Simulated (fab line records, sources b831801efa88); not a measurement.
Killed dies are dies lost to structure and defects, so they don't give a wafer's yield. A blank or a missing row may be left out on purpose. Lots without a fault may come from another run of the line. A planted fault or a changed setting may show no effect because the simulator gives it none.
One fault seen from 2 desks | flow sky130 | each desk has only its own numbers; what lay behind them comes last

THE METROLOGY DESK
What the gauges read, lot by lot, whatever tool the lot ran on: means of the sampled wafers that have a number. A lot is out of limits, marked OUT, if its mean lies more than 4 standard deviations from the usual mean; the brackets give that distance.
Columns: A = cd_nm at SKY_METAL4_CD_MEAS_13, usual 299.9 nm; B = VIA4_W_RS at SKY_VIA4_RS_MEAS_19, usual 0.225 ohm/sq
lot  | first seen here | A     | B
L958 | day 43 00:24    | 297.6 | 0.227
L959 | day 43 03:19    | 299.8 | 0.230
L961 | day 43 13:32    | 296.7 | 0.225
L962 | day 44 04:19    | 301.2 | 0.221
L963 | day 44 07:49    | 297.6 | 0.225
L966 | day 44 22:17    | 301.1 | 0.229
L967 | day 45 05:17    | 299.2 | 0.227
L972 | day 46 20:14    | 300.8 | 0.222
L978 | day 48 05:11    | 300.7 | 0.225
L976 | day 48 08:39    | 301.0 | 0.225
This desk's finding: nothing out of limits on any of the 10 lots.

THE TOOL OWNER'S DESK: rie_diel-02
The tool's own readings at SKY_PASSIVATION_ETCH_11 (etches the open film in CF4/O2, stops on AlCu, target depth 725 nm, time 161.1 s): means of the sampled wafers that have a number, for each lot that ran on this tool. A lot is out of limits, marked OUT, if its mean lies more than 4 standard deviations from the usual mean; the brackets give that distance.
Columns: A = bias_w at SKY_PASSIVATION_ETCH_11, usual 149.9 W; B = drypump_motor_current_A at SKY_PASSIVATION_ETCH_11, usual 5.5 A; C = oes_product_au at SKY_PASSIVATION_ETCH_11, usual 0.976 a.u.; D = run_length_s at SKY_PASSIVATION_ETCH_11, usual 189.5 s; E = throttle_valve_pct at SKY_PASSIVATION_ETCH_11, usual 5.964 %
lot  | first seen here | A     | B   | C               | D               | E
L958 | day 46 01:09    | 149.6 | 5.5 | 0.972           | 189.6           | 5.964
L961 | day 46 15:26    | 150.1 | 5.2 | 0.975           | 189.7           | 5.970
L966 | day 47 19:50    | 149.8 | 5.5 | 0.871 (-14) OUT | 223.6 (+85) OUT | 5.942
L967 | day 48 00:54    | 150.1 | 5.2 | 0.877 (-13) OUT | 223.4 (+85) OUT | 5.934
This desk's finding: out of limits on L966, L967; first on L966, day 47 19:50 (oes_product_au at SKY_PASSIVATION_ETCH_11). In limits: L958, L961.

PUT TOGETHER
The tool owner's desk could have raised an alarm at day 47 19:50, on L966, L967.
The metrology desk saw nothing out of limits.
The metrology desk has L966, L967 on record, within its limits.
Of the lots named, all ran SKY_PASSIVATION_ETCH_11 on rie_diel-02.

WHAT THE SIMULATOR HAD PUT IN
Process parameter drift: rie_diel-02, from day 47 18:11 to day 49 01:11, at SKY_PASSIVATION_ETCH_11. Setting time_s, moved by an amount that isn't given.
Lots struck among those shown: L966, L967.
Hours from the fault's start to each desk's first reading out of limits: the tool owner's desk, 2.
